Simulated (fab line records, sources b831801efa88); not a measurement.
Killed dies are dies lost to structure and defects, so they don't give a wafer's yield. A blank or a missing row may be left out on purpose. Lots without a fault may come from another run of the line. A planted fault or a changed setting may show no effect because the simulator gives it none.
One fault seen from 2 desks | flow gf180mcu | each desk has only its own numbers; what lay behind them comes last

THE METROLOGY DESK
What the gauges read, lot by lot, whatever tool the lot ran on: means of the sampled wafers that have a number. A lot is out of limits, marked OUT, if its mean lies more than 4 standard deviations from the usual mean; the brackets give that distance.
Columns: A = DUAL_GATE_OXIDATION_00_THK at GF_DUAL_GATE_THK_MEAS_03, usual 10.94 nm; B = HV_LDD_2_TW at GF_HV_LDD_TW_MEAS_23, usual 1052; C = HV_LDD_3_TW at GF_HV_LDD_TW_MEAS_38, usual 1436
lot  | first seen here | A     | B               | C
L176 | day 7 12:04     | 11.70 | 1042            | 1430
L177 | day 7 21:37     | 11.04 | 1071            | 1432
L178 | day 7 23:03     | 11.21 | 1044            | 1421
L179 | day 8 12:14     | 11.24 | 1069            | 1415
L180 | day 8 17:56     | 10.95 | 1048            | 1451
L182 | day 9 10:54     | 10.55 | 1041            | 1414
L185 | day 10 09:22    | 10.85 | 1038            | 1420
L187 | day 10 21:23    | 10.73 | 1006 (-4.2) OUT | 1439
L188 | day 10 22:25    | 10.91 | 1010            | 1440
L190 | day 11 19:27    | 10.74 | 1048            | 1425
L193 | day 12 20:50    | 10.99 | 1044            | 1448
L197 | day 13 21:39    | 10.73 | 1065            | 1420
L198 | day 13 23:20    | 10.88 | 1052            | 1450
L199 | day 14 08:22    | 11.04 | 1046            | 1457
This desk's finding: out of limits on L187; first on L187, day 14 08:10 (HV_LDD_2_TW at GF_HV_LDD_TW_MEAS_23). In limits: L176, L177, L178, L179, L180, L182, L185, L188, L190, L193, L197, L198, L199.

THE TOOL OWNER'S DESK: implanter-02
The tool's own readings at GF_HV_LDD_IMPLANT_21: means of the sampled wafers that have a number, for each lot that ran on this tool. A lot is out of limits, marked OUT, if its mean lies more than 4 standard deviations from the usual mean; the brackets give that distance.
Columns: A = dose_ions_cm2 at GF_HV_LDD_IMPLANT_21, usual 5.001e+13; B = faraday_current_uA at GF_HV_LDD_IMPLANT_21, usual 282
lot  | first seen here | A                   | B
L176 | day 10 13:53    | 5.003e+13           | 285
L185 | day 13 19:32    | 5.001e+13           | 285
L187 | day 14 07:56    | 4.531e+13 (-90) OUT | 252 (-5.2) OUT
L188 | day 14 10:01    | 4.532e+13 (-90) OUT | 255 (-4.8) OUT
L198 | day 17 22:00    | 4.994e+13           | 275
L199 | day 18 07:08    | 5.001e+13           | 277
This desk's finding: out of limits on L187, L188; first on L187, day 14 07:56 (dose_ions_cm2 at GF_HV_LDD_IMPLANT_21). In limits: L176, L185, L198, L199.

PUT TOGETHER
The tool owner's desk could have raised an alarm at day 14 07:56, on L187, L188.
The metrology desk could have raised an alarm at day 14 08:10, on L187.
The metrology desk has L188 on record, within its limits.
Of the lots named, all ran GF_HV_LDD_IMPLANT_21 on implanter-02.

WHAT THE SIMULATOR HAD PUT IN
Process parameter drift: implanter-02, from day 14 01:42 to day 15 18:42, at GF_HV_LDD_IMPLANT_21. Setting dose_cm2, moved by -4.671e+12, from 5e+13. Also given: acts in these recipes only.
Lots struck among those shown: L187, L188.
Hours from the fault's start to each desk's first reading out of limits: the tool owner's desk, 6; the metrology desk, 6.
